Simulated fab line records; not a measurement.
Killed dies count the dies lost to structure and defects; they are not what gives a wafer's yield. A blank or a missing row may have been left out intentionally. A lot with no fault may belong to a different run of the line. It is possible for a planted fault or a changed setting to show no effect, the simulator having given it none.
What tool caused it? || flow sky130 || 72 wafers from 24 lots sampled at 6 of the route's 708 steps

## WHAT THE GAUGES READ, wafer by wafer
SKY_VIA4_OVL_MEAS_11. Usual: VIA4_OVL gives 1.4 nm (standard deviation 1.4).
{"lot": "L074", "measured": "day 42 12:22", "on": "overlay-01", "VIA4_OVL (nm)": "0.4 3.3 2.3", "flag": ""}
{"lot": "L075", "measured": "day 43 02:47", "on": "overlay-01", "VIA4_OVL (nm)": "-0.8 -0.7 -1.1", "flag": ""}
{"lot": "L076", "measured": "day 43 19:00", "on": "overlay-01", "VIA4_OVL (nm)": "0.6 -0.3 0.8", "flag": ""}
{"lot": "L077", "measured": "day 44 03:19", "on": "overlay-01", "VIA4_OVL (nm)": "0.6 1.6 0.7", "flag": ""}
{"lot": "L079", "measured": "day 44 07:12", "on": "overlay-02", "VIA4_OVL (nm)": "3.7 3.8 2.7", "flag": ""}
{"lot": "L078", "measured": "day 44 13:02", "on": "overlay-01", "VIA4_OVL (nm)": "1.1 3.7 3.1", "flag": ""}
{"lot": "L080", "measured": "day 44 16:58", "on": "overlay-02", "VIA4_OVL (nm)": "3.6 2.9 3.5", "flag": ""}
{"lot": "L081", "measured": "day 45 04:25", "on": "overlay-02", "VIA4_OVL (nm)": "3.2 0.9 4.9", "flag": ""}
{"lot": "L082", "measured": "day 45 04:44", "on": "overlay-01", "VIA4_OVL (nm)": "2.3 2.0 1.1", "flag": ""}
{"lot": "L083", "measured": "day 45 06:43", "on": "overlay-01", "VIA4_OVL (nm)": "2.6 1.3 1.5", "flag": ""}
{"lot": "L084", "measured": "day 45 14:34", "on": "overlay-01", "VIA4_OVL (nm)": "1.1 0.3 1.7", "flag": ""}
{"lot": "L085", "measured": "day 45 23:02", "on": "overlay-01", "VIA4_OVL (nm)": "3.0 1.4 0.7", "flag": ""}
{"lot": "L086", "measured": "day 46 04:25", "on": "overlay-02", "VIA4_OVL (nm)": "0.7 -0.4 1.2", "flag": ""}
{"lot": "L087", "measured": "day 46 11:13", "on": "overlay-02", "VIA4_OVL (nm)": "2.8 1.9 2.1", "flag": ""}
{"lot": "L089", "measured": "day 46 17:05", "on": "overlay-02", "VIA4_OVL (nm)": "0.0 2.9 1.9", "flag": ""}
{"lot": "L088", "measured": "day 46 22:09", "on": "overlay-02", "VIA4_OVL (nm)": "3.9 1.5 2.0", "flag": ""}
{"lot": "L090", "measured": "day 47 04:34", "on": "overlay-02", "VIA4_OVL (nm)": "0.0 0.6 0.7", "flag": ""}
{"lot": "L091", "measured": "day 47 10:30", "on": "overlay-02", "VIA4_OVL (nm)": "1.0 1.2 -0.1", "flag": ""}
{"lot": "L092", "measured": "day 47 12:34", "on": "overlay-02", "VIA4_OVL (nm)": "4.1 2.5 2.5", "flag": ""}
{"lot": "L093", "measured": "day 47 19:59", "on": "overlay-01", "VIA4_OVL (nm)": "-0.9 0.1 -0.9", "flag": ""}
{"lot": "L094", "measured": "day 48 04:17", "on": "overlay-02", "VIA4_OVL (nm)": "2.4 2.4 1.8", "flag": ""}
{"lot": "L095", "measured": "day 48 04:55", "on": "overlay-01", "VIA4_OVL (nm)": "0.4 -0.2 0.1", "flag": ""}
{"lot": "L096", "measured": "day 48 07:32", "on": "overlay-02", "VIA4_OVL (nm)": "1.2 -0.1 2.8", "flag": ""}
{"lot": "L097", "measured": "day 48 15:21", "on": "overlay-01", "VIA4_OVL (nm)": "0.2 -0.1 0.7", "flag": ""}

SKY_PASSIVATION_THK_MEAS_01. Usual: PASSIVATION_CVD_00_THK gives 89.7 nm (standard deviation 0.97).
{"lot": "L074", "measured": "day 43 14:40", "on": "film metro-04", "PASSIVATION_CVD_00_THK (nm)": "88.7 89.8 89.9", "flag": ""}
{"lot": "L075", "measured": "day 44 04:13", "on": "film metro-03", "PASSIVATION_CVD_00_THK (nm)": "88.9 89.3 89.3", "flag": ""}
{"lot": "L076", "measured": "day 44 20:35", "on": "film metro-04", "PASSIVATION_CVD_00_THK (nm)": "90.2 90.4 92.0", "flag": ""}
{"lot": "L077", "measured": "day 45 03:16", "on": "film metro-03", "PASSIVATION_CVD_00_THK (nm)": "88.5 90.4 88.8", "flag": ""}
{"lot": "L079", "measured": "day 45 07:55", "on": "film metro-01", "PASSIVATION_CVD_00_THK (nm)": "89.8 89.4 90.0", "flag": ""}
{"lot": "L078", "measured": "day 45 13:28", "on": "film metro-01", "PASSIVATION_CVD_00_THK (nm)": "89.7 90.3 91.9", "flag": ""}
{"lot": "L080", "measured": "day 45 15:51", "on": "film metro-01", "PASSIVATION_CVD_00_THK (nm)": "89.9 90.8 90.5", "flag": ""}
{"lot": "L081", "measured": "day 46 03:26", "on": "film metro-01", "PASSIVATION_CVD_00_THK (nm)": "88.9 89.6 90.0", "flag": ""}
{"lot": "L082", "measured": "day 46 04:29", "on": "film metro-01", "PASSIVATION_CVD_00_THK (nm)": "90.3 91.1 90.7", "flag": ""}
{"lot": "L083", "measured": "day 46 06:09", "on": "film metro-03", "PASSIVATION_CVD_00_THK (nm)": "89.5 90.9 90.3", "flag": ""}
{"lot": "L084", "measured": "day 46 13:43", "on": "film metro-04", "PASSIVATION_CVD_00_THK (nm)": "88.6 90.8 90.5", "flag": ""}
{"lot": "L085", "measured": "day 46 22:48", "on": "film metro-03", "PASSIVATION_CVD_00_THK (nm)": "90.0 88.2 90.2", "flag": ""}
{"lot": "L086", "measured": "day 47 04:07", "on": "film metro-01", "PASSIVATION_CVD_00_THK (nm)": "90.2 91.0 90.5", "flag": ""}
{"lot": "L087", "measured": "day 47 09:40", "on": "film metro-04", "PASSIVATION_CVD_00_THK (nm)": "89.0 90.5 89.7", "flag": ""}
{"lot": "L089", "measured": "day 47 15:27", "on": "film metro-03", "PASSIVATION_CVD_00_THK (nm)": "88.9 91.1 91.4", "flag": ""}
{"lot": "L088", "measured": "day 47 20:02", "on": "film metro-01", "PASSIVATION_CVD_00_THK (nm)": "89.8 89.9 88.9", "flag": ""}
{"lot": "L090", "measured": "day 48 02:44", "on": "film metro-01", "PASSIVATION_CVD_00_THK (nm)": "88.2 89.5 91.7", "flag": ""}
{"lot": "L091", "measured": "day 48 08:16", "on": "film metro-03", "PASSIVATION_CVD_00_THK (nm)": "88.6 88.4 90.9", "flag": ""}
{"lot": "L092", "measured": "day 48 10:10", "on": "film metro-04", "PASSIVATION_CVD_00_THK (nm)": "88.8 90.6 90.6", "flag": ""}
{"lot": "L093", "measured": "day 48 17:23", "on": "film metro-01", "PASSIVATION_CVD_00_THK (nm)": "88.7 89.6 89.7", "flag": ""}
{"lot": "L094", "measured": "day 49 01:02", "on": "film metro-03", "PASSIVATION_CVD_00_THK (nm)": "88.9 90.6 89.8", "flag": ""}
{"lot": "L095", "measured": "day 49 01:46", "on": "film metro-03", "PASSIVATION_CVD_00_THK (nm)": "88.7 91.1 91.1", "flag": ""}
{"lot": "L096", "measured": "day 49 04:14", "on": "film metro-04", "PASSIVATION_CVD_00_THK (nm)": "89.6 89.1 90.3", "flag": ""}
{"lot": "L097", "measured": "day 49 11:40", "on": "film metro-04", "PASSIVATION_CVD_00_THK (nm)": "89.8 90.4 91.6", "flag": ""}

SKY_PASSIVATION_THK_MEAS_03. Usual: PASSIVATION_CVD_02_THK gives 537 nm (standard deviation 6.2).
{"lot": "L074", "measured": "day 43 14:57", "on": "film metro-03", "PASSIVATION_CVD_02_THK (nm)": "538 545 541", "flag": ""}
{"lot": "L075", "measured": "day 44 04:29", "on": "film metro-01", "PASSIVATION_CVD_02_THK (nm)": "534 542 539", "flag": ""}
{"lot": "L076", "measured": "day 44 20:53", "on": "film metro-01", "PASSIVATION_CVD_02_THK (nm)": "525 525 528", "flag": ""}
{"lot": "L077", "measured": "day 45 03:40", "on": "film metro-01", "PASSIVATION_CVD_02_THK (nm)": "536 536 540", "flag": ""}
{"lot": "L079", "measured": "day 45 08:11", "on": "film metro-03", "PASSIVATION_CVD_02_THK (nm)": "536 529 535", "flag": ""}
{"lot": "L078", "measured": "day 45 13:45", "on": "film metro-03", "PASSIVATION_CVD_02_THK (nm)": "529 530 532", "flag": ""}
{"lot": "L080", "measured": "day 45 16:08", "on": "film metro-01", "PASSIVATION_CVD_02_THK (nm)": "532 542 547", "flag": ""}
{"lot": "L081", "measured": "day 46 03:44", "on": "film metro-01", "PASSIVATION_CVD_02_THK (nm)": "536 538 543", "flag": ""}
{"lot": "L082", "measured": "day 46 04:46", "on": "film metro-01", "PASSIVATION_CVD_02_THK (nm)": "532 537 534", "flag": ""}
{"lot": "L083", "measured": "day 46 06:26", "on": "film metro-04", "PASSIVATION_CVD_02_THK (nm)": "533 536 536", "flag": ""}
{"lot": "L084", "measured": "day 46 14:01", "on": "film metro-01", "PASSIVATION_CVD_02_THK (nm)": "533 547 545", "flag": ""}
{"lot": "L085", "measured": "day 46 23:12", "on": "film metro-04", "PASSIVATION_CVD_02_THK (nm)": "533 537 545", "flag": ""}
{"lot": "L086", "measured": "day 47 04:23", "on": "film metro-04", "PASSIVATION_CVD_02_THK (nm)": "535 542 546", "flag": ""}
{"lot": "L087", "measured": "day 47 09:58", "on": "film metro-01", "PASSIVATION_CVD_02_THK (nm)": "538 537 547", "flag": ""}
{"lot": "L089", "measured": "day 47 15:44", "on": "film metro-04", "PASSIVATION_CVD_02_THK (nm)": "534 537 531", "flag": ""}
{"lot": "L088", "measured": "day 47 20:19", "on": "film metro-03", "PASSIVATION_CVD_02_THK (nm)": "541 544 547", "flag": ""}
{"lot": "L090", "measured": "day 48 03:01", "on": "film metro-04", "PASSIVATION_CVD_02_THK (nm)": "543 536 545", "flag": ""}
{"lot": "L091", "measured": "day 48 08:40", "on": "film metro-04", "PASSIVATION_CVD_02_THK (nm)": "535 540 545", "flag": ""}
{"lot": "L092", "measured": "day 48 10:26", "on": "film metro-01", "PASSIVATION_CVD_02_THK (nm)": "532 538 537", "flag": ""}
{"lot": "L093", "measured": "day 48 17:40", "on": "film metro-01", "PASSIVATION_CVD_02_THK (nm)": "530 544 539", "flag": ""}
{"lot": "L094", "measured": "day 49 01:19", "on": "film metro-01", "PASSIVATION_CVD_02_THK (nm)": "536 546 548", "flag": ""}
{"lot": "L095", "measured": "day 49 02:02", "on": "film metro-01", "PASSIVATION_CVD_02_THK (nm)": "539 545 548", "flag": ""}
{"lot": "L096", "measured": "day 49 04:32", "on": "film metro-01", "PASSIVATION_CVD_02_THK (nm)": "532 537 539", "flag": ""}
{"lot": "L097", "measured": "day 49 11:58", "on": "film metro-01", "PASSIVATION_CVD_02_THK (nm)": "532 544 533", "flag": ""}

## EACH LOT AND THE TOOL THAT RAN IT (in order: tool; ch and the chambers of the sampled wafers; start)
{"lot": "L074", "SKY_VIA3_CVD_21": "cvd w-01 ch 0,1, day 39 10:10", "SKY_METAL5_SPUTTER_00": "pvd sputter-02, day 42 14:03", "SKY_METAL5_SPUTTER_03": "pvd sputter-02, day 42 14:09"}
{"lot": "L075", "SKY_VIA3_CVD_21": "cvd w-01 ch 0,1, day 40 00:18", "SKY_METAL5_SPUTTER_00": "pvd sputter-02, day 43 04:10", "SKY_METAL5_SPUTTER_03": "pvd sputter-02, day 43 04:16"}
{"lot": "L076", "SKY_VIA3_CVD_21": "cvd w-02 ch 0,1, day 40 18:25", "SKY_METAL5_SPUTTER_00": "pvd sputter-03, day 43 20:24", "SKY_METAL5_SPUTTER_03": "pvd sputter-03, day 43 20:29"}
{"lot": "L077", "SKY_VIA3_CVD_21": "cvd w-02 ch 1, day 41 01:37", "SKY_METAL5_SPUTTER_00": "pvd sputter-02, day 44 04:42", "SKY_METAL5_SPUTTER_03": "pvd sputter-02, day 44 04:47"}
{"lot": "L079", "SKY_VIA3_CVD_21": "cvd w-02 ch 0,1, day 41 06:39", "SKY_METAL5_SPUTTER_00": "pvd sputter-02, day 44 08:34", "SKY_METAL5_SPUTTER_03": "pvd sputter-02, day 44 08:40"}
{"lot": "L078", "SKY_VIA3_CVD_21": "cvd w-02 ch 0,1, day 41 12:46", "SKY_METAL5_SPUTTER_00": "pvd sputter-03, day 44 14:28", "SKY_METAL5_SPUTTER_03": "pvd sputter-03, day 44 14:34"}
{"lot": "L080", "SKY_VIA3_CVD_21": "cvd w-01 ch 0,1, day 41 17:22", "SKY_METAL5_SPUTTER_00": "pvd sputter-04, day 44 18:21", "SKY_METAL5_SPUTTER_03": "pvd sputter-04, day 44 18:26"}
{"lot": "L081", "SKY_VIA3_CVD_21": "cvd w-02 ch 0, day 42 05:04", "SKY_METAL5_SPUTTER_00": "pvd sputter-02, day 45 05:49", "SKY_METAL5_SPUTTER_03": "pvd sputter-02, day 45 05:55"}
{"lot": "L082", "SKY_VIA3_CVD_21": "cvd w-01 ch 0,1, day 42 06:00", "SKY_METAL5_SPUTTER_00": "pvd sputter-04, day 45 06:07", "SKY_METAL5_SPUTTER_03": "pvd sputter-04, day 45 06:13"}
{"lot": "L083", "SKY_VIA3_CVD_21": "cvd w-01 ch 0,1, day 42 07:34", "SKY_METAL5_SPUTTER_00": "pvd sputter-03, day 45 08:06", "SKY_METAL5_SPUTTER_03": "pvd sputter-03, day 45 08:12"}
{"lot": "L084", "SKY_VIA3_CVD_21": "cvd w-01 ch 0, day 42 17:32", "SKY_METAL5_SPUTTER_00": "pvd sputter-04, day 45 15:59", "SKY_METAL5_SPUTTER_03": "pvd sputter-04, day 45 16:05"}
{"lot": "L085", "SKY_VIA3_CVD_21": "cvd w-01 ch 0,1, day 43 02:29", "SKY_METAL5_SPUTTER_00": "pvd sputter-02, day 46 00:25", "SKY_METAL5_SPUTTER_03": "pvd sputter-02, day 46 00:31"}
{"lot": "L086", "SKY_VIA3_CVD_21": "cvd w-01 ch 0,1, day 43 08:22", "SKY_METAL5_SPUTTER_00": "pvd sputter-04, day 46 06:25", "SKY_METAL5_SPUTTER_03": "pvd sputter-04, day 46 06:31"}
{"lot": "L087", "SKY_VIA3_CVD_21": "cvd w-02 ch 1, day 43 15:58", "SKY_METAL5_SPUTTER_00": "pvd sputter-02, day 46 12:36", "SKY_METAL5_SPUTTER_03": "pvd sputter-02, day 46 12:42"}
{"lot": "L089", "SKY_VIA3_CVD_21": "cvd w-02 ch 0,1, day 43 22:27", "SKY_METAL5_SPUTTER_00": "pvd sputter-02, day 46 18:29", "SKY_METAL5_SPUTTER_03": "pvd sputter-02, day 46 18:35"}
{"lot": "L088", "SKY_VIA3_CVD_21": "cvd w-02 ch 0,1, day 44 01:41", "SKY_METAL5_SPUTTER_00": "pvd sputter-02, day 46 23:33", "SKY_METAL5_SPUTTER_03": "pvd sputter-02, day 46 23:39"}
{"lot": "L090", "SKY_VIA3_CVD_21": "cvd w-01 ch 0,1, day 44 10:25", "SKY_METAL5_SPUTTER_00": "pvd sputter-04, day 47 06:00", "SKY_METAL5_SPUTTER_03": "pvd sputter-04, day 47 06:06"}
{"lot": "L091", "SKY_VIA3_CVD_21": "cvd w-02 ch 0,1, day 44 16:10", "SKY_METAL5_SPUTTER_00": "pvd sputter-03, day 47 11:54", "SKY_METAL5_SPUTTER_03": "pvd sputter-03, day 47 12:00"}
{"lot": "L092", "SKY_VIA3_CVD_21": "cvd w-01 ch 0,1, day 44 19:22", "SKY_METAL5_SPUTTER_00": "pvd sputter-02, day 47 13:58", "SKY_METAL5_SPUTTER_03": "pvd sputter-02, day 47 14:04"}
{"lot": "L093", "SKY_VIA3_CVD_21": "cvd w-01 ch 0,1, day 45 02:59", "SKY_METAL5_SPUTTER_00": "pvd sputter-02, day 47 21:23", "SKY_METAL5_SPUTTER_03": "pvd sputter-02, day 47 21:28"}
{"lot": "L094", "SKY_VIA3_CVD_21": "cvd w-02 ch 0,1, day 45 11:56", "SKY_METAL5_SPUTTER_00": "pvd sputter-04, day 48 05:43", "SKY_METAL5_SPUTTER_03": "pvd sputter-04, day 48 05:49"}
{"lot": "L095", "SKY_VIA3_CVD_21": "cvd w-02 ch 0,1, day 45 12:10", "SKY_METAL5_SPUTTER_00": "pvd sputter-02, day 48 06:19", "SKY_METAL5_SPUTTER_03": "pvd sputter-02, day 48 06:25"}
{"lot": "L096", "SKY_VIA3_CVD_21": "cvd w-01 ch 0,1, day 45 15:50", "SKY_METAL5_SPUTTER_00": "pvd sputter-02, day 48 09:17", "SKY_METAL5_SPUTTER_03": "pvd sputter-02, day 48 09:23"}
{"lot": "L097", "SKY_VIA3_CVD_21": "cvd w-02 ch 0,1, day 46 01:04", "SKY_METAL5_SPUTTER_00": "pvd sputter-02, day 48 16:47", "SKY_METAL5_SPUTTER_03": "pvd sputter-02, day 48 16:53"}
- SKY_VIA3_CVD_21: deposits W, target thk 390 nm, time 117.31 s.
- SKY_METAL5_SPUTTER_00: material Ti, target thk 15 nm, time 10 s.
- SKY_METAL5_SPUTTER_03: material Ti, target thk 5 nm, time 3.3 s.

## WHAT THE TOOLS THEMSELVES READ (means of the sampled wafers that have a number; where no wafer has one, the mark that the record gives instead)
SKY_VIA3_CVD_21. Usual: 890 W for heater power w, sd 71.
{"lot": "L074", "tool": "cvd w-01", "heater power w (W)": 847, "flag": ""}
{"lot": "L075", "tool": "cvd w-01", "heater power w (W)": 837, "flag": ""}
{"lot": "L076", "tool": "cvd w-02", "heater power w (W)": 897, "flag": ""}
{"lot": "L077", "tool": "cvd w-02", "heater power w (W)": 835, "flag": ""}
{"lot": "L079", "tool": "cvd w-02", "heater power w (W)": 924, "flag": ""}
{"lot": "L078", "tool": "cvd w-02", "heater power w (W)": 911, "flag": ""}
{"lot": "L080", "tool": "cvd w-01", "heater power w (W)": 894, "flag": ""}
{"lot": "L081", "tool": "cvd w-02", "heater power w (W)": 966, "flag": ""}
{"lot": "L082", "tool": "cvd w-01", "heater power w (W)": 845, "flag": ""}
{"lot": "L083", "tool": "cvd w-01", "heater power w (W)": 831, "flag": ""}
{"lot": "L084", "tool": "cvd w-01", "heater power w (W)": 791, "flag": ""}
{"lot": "L085", "tool": "cvd w-01", "heater power w (W)": 840, "flag": ""}
{"lot": "L086", "tool": "cvd w-01", "heater power w (W)": 896, "flag": ""}
{"lot": "L087", "tool": "cvd w-02", "heater power w (W)": 844, "flag": ""}
{"lot": "L089", "tool": "cvd w-02", "heater power w (W)": 886, "flag": ""}
{"lot": "L088", "tool": "cvd w-02", "heater power w (W)": 889, "flag": ""}
{"lot": "L090", "tool": "cvd w-01", "heater power w (W)": 907, "flag": ""}
{"lot": "L091", "tool": "cvd w-02", "heater power w (W)": 899, "flag": ""}
{"lot": "L092", "tool": "cvd w-01", "heater power w (W)": 895, "flag": ""}
{"lot": "L093", "tool": "cvd w-01", "heater power w (W)": 851, "flag": ""}
{"lot": "L094", "tool": "cvd w-02", "heater power w (W)": 931, "flag": ""}
{"lot": "L095", "tool": "cvd w-02", "heater power w (W)": 919, "flag": ""}
{"lot": "L096", "tool": "cvd w-01", "heater power w (W)": 858, "flag": ""}
{"lot": "L097", "tool": "cvd w-02", "heater power w (W)": 900, "flag": ""}

SKY_METAL5_SPUTTER_00. Usual: 30.4 % for throttle valve pct, sd 0.85.
{"lot": "L074", "tool": "pvd sputter-02", "throttle valve pct (%)": 30.2, "flag": ""}
{"lot": "L075", "tool": "pvd sputter-02", "throttle valve pct (%)": 30.3, "flag": ""}
{"lot": "L076", "tool": "pvd sputter-03", "throttle valve pct (%)": 29.2, "flag": ""}
{"lot": "L077", "tool": "pvd sputter-02", "throttle valve pct (%)": 30.5, "flag": ""}
{"lot": "L079", "tool": "pvd sputter-02", "throttle valve pct (%)": 30.4, "flag": ""}
{"lot": "L078", "tool": "pvd sputter-03", "throttle valve pct (%)": 28.7, "flag": ""}
{"lot": "L080", "tool": "pvd sputter-04", "throttle valve pct (%)": 30.1, "flag": ""}
{"lot": "L081", "tool": "pvd sputter-02", "throttle valve pct (%)": 30.0, "flag": ""}
{"lot": "L082", "tool": "pvd sputter-04", "throttle valve pct (%)": 30.9, "flag": ""}
{"lot": "L083", "tool": "pvd sputter-03", "throttle valve pct (%)": 29.8, "flag": ""}
{"lot": "L084", "tool": "pvd sputter-04", "throttle valve pct (%)": 30.6, "flag": ""}
{"lot": "L085", "tool": "pvd sputter-02", "throttle valve pct (%)": 30.8, "flag": ""}
{"lot": "L086", "tool": "pvd sputter-04", "throttle valve pct (%)": 31.2, "flag": ""}
{"lot": "L087", "tool": "pvd sputter-02", "throttle valve pct (%)": 30.5, "flag": ""}
{"lot": "L089", "tool": "pvd sputter-02", "throttle valve pct (%)": 30.5, "flag": ""}
{"lot": "L088", "tool": "pvd sputter-02", "throttle valve pct (%)": 30.8, "flag": ""}
{"lot": "L090", "tool": "pvd sputter-04", "throttle valve pct (%)": 30.4, "flag": ""}
{"lot": "L091", "tool": "pvd sputter-03", "throttle valve pct (%)": 29.9, "flag": ""}
{"lot": "L092", "tool": "pvd sputter-02", "throttle valve pct (%)": 30.6, "flag": ""}
{"lot": "L093", "tool": "pvd sputter-02", "throttle valve pct (%)": 30.9, "flag": ""}
{"lot": "L094", "tool": "pvd sputter-04", "throttle valve pct (%)": 30.8, "flag": ""}
{"lot": "L095", "tool": "pvd sputter-02", "throttle valve pct (%)": 30.8, "flag": ""}
{"lot": "L096", "tool": "pvd sputter-02", "throttle valve pct (%)": 30.8, "flag": ""}
{"lot": "L097", "tool": "pvd sputter-02", "throttle valve pct (%)": 30.3, "flag": ""}

SKY_METAL5_SPUTTER_03. Usual: 30.3 % for throttle valve pct, sd 0.84.
{"lot": "L074", "tool": "pvd sputter-02", "throttle valve pct (%)": 30.2, "flag": ""}
{"lot": "L075", "tool": "pvd sputter-02", "throttle valve pct (%)": 30.2, "flag": ""}
{"lot": "L076", "tool": "pvd sputter-03", "throttle valve pct (%)": 29.2, "flag": ""}
{"lot": "L077", "tool": "pvd sputter-02", "throttle valve pct (%)": 30.5, "flag": ""}
{"lot": "L079", "tool": "pvd sputter-02", "throttle valve pct (%)": 30.3, "flag": ""}
{"lot": "L078", "tool": "pvd sputter-03", "throttle valve pct (%)": 28.8, "flag": ""}
{"lot": "L080", "tool": "pvd sputter-04", "throttle valve pct (%)": 30.2, "flag": ""}
{"lot": "L081", "tool": "pvd sputter-02", "throttle valve pct (%)": 30.1, "flag": ""}
{"lot": "L082", "tool": "pvd sputter-04", "throttle valve pct (%)": 30.8, "flag": ""}
{"lot": "L083", "tool": "pvd sputter-03", "throttle valve pct (%)": 29.9, "flag": ""}
{"lot": "L084", "tool": "pvd sputter-04", "throttle valve pct (%)": 30.6, "flag": ""}
{"lot": "L085", "tool": "pvd sputter-02", "throttle valve pct (%)": 30.9, "flag": ""}
{"lot": "L086", "tool": "pvd sputter-04", "throttle valve pct (%)": 31.2, "flag": ""}
{"lot": "L087", "tool": "pvd sputter-02", "throttle valve pct (%)": 30.5, "flag": ""}
{"lot": "L089", "tool": "pvd sputter-02", "throttle valve pct (%)": 30.5, "flag": ""}
{"lot": "L088", "tool": "pvd sputter-02", "throttle valve pct (%)": 30.7, "flag": ""}
{"lot": "L090", "tool": "pvd sputter-04", "throttle valve pct (%)": 30.3, "flag": ""}
{"lot": "L091", "tool": "pvd sputter-03", "throttle valve pct (%)": 29.8, "flag": ""}
{"lot": "L092", "tool": "pvd sputter-02", "throttle valve pct (%)": 30.4, "flag": ""}
{"lot": "L093", "tool": "pvd sputter-02", "throttle valve pct (%)": 30.7, "flag": ""}
{"lot": "L094", "tool": "pvd sputter-04", "throttle valve pct (%)": 30.8, "flag": ""}
{"lot": "L095", "tool": "pvd sputter-02", "throttle valve pct (%)": 30.8, "flag": ""}
{"lot": "L096", "tool": "pvd sputter-02", "throttle valve pct (%)": 30.8, "flag": ""}
{"lot": "L097", "tool": "pvd sputter-02", "throttle valve pct (%)": 30.4, "flag": ""}

## THE ANSWER, worked out from the rows above alone
Rule: take the mean of a lot's wafers that have a number; if it is more than 3 standard deviations from the usual mean, the lot is off. Also off: a lot with no number at a reading for which 4 or more lots have one. Any other lot the step has rows for is counted as sound. First the gauges in route order, then the tools' own readings, where a lot's mean is used as printed above. The first step at which some lot is off is used, and at that step the reading that is off furthest; a lot without a number counts as furthest.
No lot is off at any reading shown: from this, nothing can be told.

## WHAT WAS PUT IN BY THE SIMULATOR
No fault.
